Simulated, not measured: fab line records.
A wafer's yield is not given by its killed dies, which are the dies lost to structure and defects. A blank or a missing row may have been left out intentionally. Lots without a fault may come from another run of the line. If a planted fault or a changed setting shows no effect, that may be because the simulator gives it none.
What tool caused it? ; flow sfq-line ; 43 wafers from 15 lots sampled at 5 of the route's 325 steps

WHAT EACH GAUGE READ, for each wafer
SFQ_M6_OVL_MEAS_940.
lot;measured;on;M6_OVL (nm)
L185;day 57 18:43;overlay-02;-11 -10 -7
L186;day 57 21:07;overlay-02;6 3 4
L187;day 57 22:19;overlay-02;5 5 4
L188;day 58 00:42;overlay-02;-1 -1 3
L190;day 58 05:31;overlay-02;2 4 4
L193;day 58 18:42;overlay-02;-4 -3 -1
L194;day 59 03:17;overlay-02;13 15 11
L195;day 59 04:37;overlay-02;1 -5 -1
L196;day 59 05:49;overlay-02;5 -5
L197;day 62 12:38;overlay-01;4 6 4
L199;day 65 17:57;overlay-01;6 -3
L204;day 73 01:48;overlay-02;-6 -4 -4
L205;day 73 04:12;overlay-02;3 4 7
L207;day 73 06:35;overlay-02;2 1 -5
L208;day 73 07:48;overlay-01;1 6 -2

SFQ_I7_BOW_MEAS_946.
lot;measured;on;I7_BOW (um)
L185;day 60 07:55;film-metro-04;-18 -21 -21
L186;day 63 07:56;film-metro-02;-10 5 6
L187;day 63 11:44;film-metro-04;1 -10 4
L188;day 63 19:53;film-metro-03;11 1 11
L190;day 67 05:36;film-metro-04;26 15 24
L193;day 68 17:01;film-metro-04;21 19 7
L194;day 68 18:49;film-metro-03;3 -4 -5
L195;day 68 21:49;film-metro-04;29 31 32 - - -
L196;day 69 00:49;film-metro-02;25 15 - -
L197;day 69 01:56;film-metro-03;-1 -6 -8
L199;day 69 09:49;film-metro-02;3 4 - -
L204;day 75 06:17;film-metro-04;18 9 16
L205;day 75 09:17;film-metro-03;9 9 15
L207;day 75 15:16;film-metro-02;0 -14 -3
L208;day 75 16:26;film-metro-03;-10 -15 -14

WHAT TOOL EACH LOT RAN ON (gives the tool, then ch and the chambers of the sampled wafers, and finally the start)
lot;SFQ_TRILAYER_M7_DEP_SPUTTER_175;SFQ_TRILAYER_I7_DEP_PECVD_183;SFQ_TRILAYER_I7_CMP_CMP_184
L185;pvd-sputter-03, day 58 13:53;pecvd-02 ch 0,1,2, day 59 00:41;cmp-02 ch 0,2,3, day 60 04:53
L186;pvd-sputter-04, day 58 17:29;pecvd-02 ch 0,2, day 62 18:04;cmp-02 ch 0,3, day 63 04:53
L187;pvd-sputter-03, day 58 19:53;pecvd-02 ch 0,1, day 62 21:29;cmp-01 ch 0,1,2, day 63 09:41
L188;pvd-sputter-04, day 59 01:53;pecvd-02 ch 0,2, day 63 06:51;cmp-02 ch 0,1,2, day 63 17:53
L190;pvd-sputter-06, day 63 03:29;pecvd-01 ch 1,2, day 67 02:28;cmp-02 ch 0,2,3, day 67 04:02
L193;pvd-sputter-03, day 64 08:17;pecvd-02 ch 1,2, day 68 11:59;cmp-02 ch 1,2,3, day 68 14:01
L194;pvd-sputter-04, day 64 10:36;pecvd-04 ch 0,1, day 68 13:11;cmp-01 ch 0,2,3, day 68 16:49
L195;pvd-sputter-03, day 64 11:48;pecvd-01 ch 0,1,2, day 68 14:23;cmp-01 ch 1,2,3, day 68 18:49
L196;pvd-sputter-06, day 64 13:00;pecvd-02 ch 0,2, day 68 15:35;cmp-01 ch 1,2, day 68 21:49
L197;pvd-sputter-03, day 64 14:12;pecvd-04 ch 0,1,2, day 68 16:47;cmp-02 ch 1,2, day 68 22:55
L199;pvd-sputter-03, day 67 14:13;pecvd-01 ch 0,2, day 68 22:47;cmp-01 ch 0,2, day 69 07:19
L204;pvd-sputter-04, day 74 00:20;pecvd-04 ch 0,1, day 74 23:44;cmp-02 ch 2,3, day 75 03:16
L205;pvd-sputter-03, day 74 04:05;pecvd-01 ch 1,2, day 75 00:56;cmp-02 ch 0,1, day 75 06:16
L207;pvd-sputter-06, day 74 10:44;pecvd-04 ch 1,2, day 75 05:44;cmp-02 ch 1,2, day 75 12:16
L208;pvd-sputter-04, day 74 13:08;pecvd-02 ch 1,2, day 75 08:08;cmp-01 ch 1,3, day 75 13:55
- SFQ_TRILAYER_M7_DEP_SPUTTER_175: material Nb, target thk 200 nm, time 133.3 s.
- SFQ_TRILAYER_I7_DEP_PECVD_183: deposits SiO2 from SiH4/N2O, time 111.11 s, target thk 500 nm.
- SFQ_TRILAYER_I7_CMP_CMP_184: polishes SiO2.

WHAT THE TOOLS THEMSELVES READ (means of the sampled wafers that have a number; where no wafer has one, the mark that the record gives instead)
SFQ_TRILAYER_M7_DEP_SPUTTER_175.
lot;tool;throttle-valve-pct (%)
L185;pvd-sputter-03;29.0
L186;pvd-sputter-04;30.9
L187;pvd-sputter-03;30.4
L188;pvd-sputter-04;31.1
L190;pvd-sputter-06;29.6
L193;pvd-sputter-03;29.4
L194;pvd-sputter-04;30.7
L195;pvd-sputter-03;29.4
L196;pvd-sputter-06;28.9
L197;pvd-sputter-03;28.9
L199;pvd-sputter-03;30.4
L204;pvd-sputter-04;31.3
L205;pvd-sputter-03;31.1
L207;pvd-sputter-06;29.6
L208;pvd-sputter-04;31.1

SFQ_TRILAYER_I7_DEP_PECVD_183.
lot;tool;heater-power-w (W);showerhead-vpp-V (V);throttle-valve-pct (%)
L185;pecvd-02;84;856;24.7
L186;pecvd-02;76;866;25.6
L187;pecvd-02;84;839;24.6
L188;pecvd-02;84;847;25.6
L190;pecvd-01;81;805;25.7
L193;pecvd-02;75;879;25.2
L194;pecvd-04;88;890;23.8
L195;pecvd-01;85;835;25.7
L196;pecvd-02;74;860;26.2
L197;pecvd-04;91;835;23.5
L199;pecvd-01;78;860;26.0
L204;pecvd-04;86;847;24.5
L205;pecvd-01;83;820;23.4
L207;pecvd-04;81;801;24.4
L208;pecvd-02;76;883;25.4

SFQ_TRILAYER_I7_CMP_CMP_184.
lot;tool;motor-current-A (A);time-to-endpoint-s (s)
L185;cmp-02;10.3;213
L186;cmp-02;10.3;201
L187;cmp-01;10.9;214
L188;cmp-02;9.9;208
L190;cmp-02;10.3;215
L193;cmp-02;9.6;212
L194;cmp-01;10.9;215
L195;cmp-01;10.5;219
L196;cmp-01;10.6;202
L197;cmp-02;9.3;218
L199;cmp-01;11.2;216
L204;cmp-02;10.3;215
L205;cmp-02;9.7;219
L207;cmp-02;9.2;223
L208;cmp-01;11.3;217

THE ANSWER, worked out from the rows above alone
Rule: the usual values come from the lots themselves. The widest of any qualifying gaps counts: lots, ordered by their means at a reading, are off when they make up no more than a third of the lots, leave a main group of 4 or more, and stand apart from it by 3 or more times the standard deviation of that group's means. A main group is skipped when, at the precision printed for the reading in the tables above, its means are all equal. A lot without any number at a reading at which 4 lots or more have one is off too. The other lots that the step has rows for count as sound. Order of review: gauges by route order, followed by the tools' own readings, for which a lot's mean as printed above is used. The first step at which some lot is off is used, and at that step the reading that is off furthest; a lot without a number counts as furthest.
No lot is off on any of the readings shown, so nothing can be concluded from this.

WHAT THE SIMULATOR PUT IN
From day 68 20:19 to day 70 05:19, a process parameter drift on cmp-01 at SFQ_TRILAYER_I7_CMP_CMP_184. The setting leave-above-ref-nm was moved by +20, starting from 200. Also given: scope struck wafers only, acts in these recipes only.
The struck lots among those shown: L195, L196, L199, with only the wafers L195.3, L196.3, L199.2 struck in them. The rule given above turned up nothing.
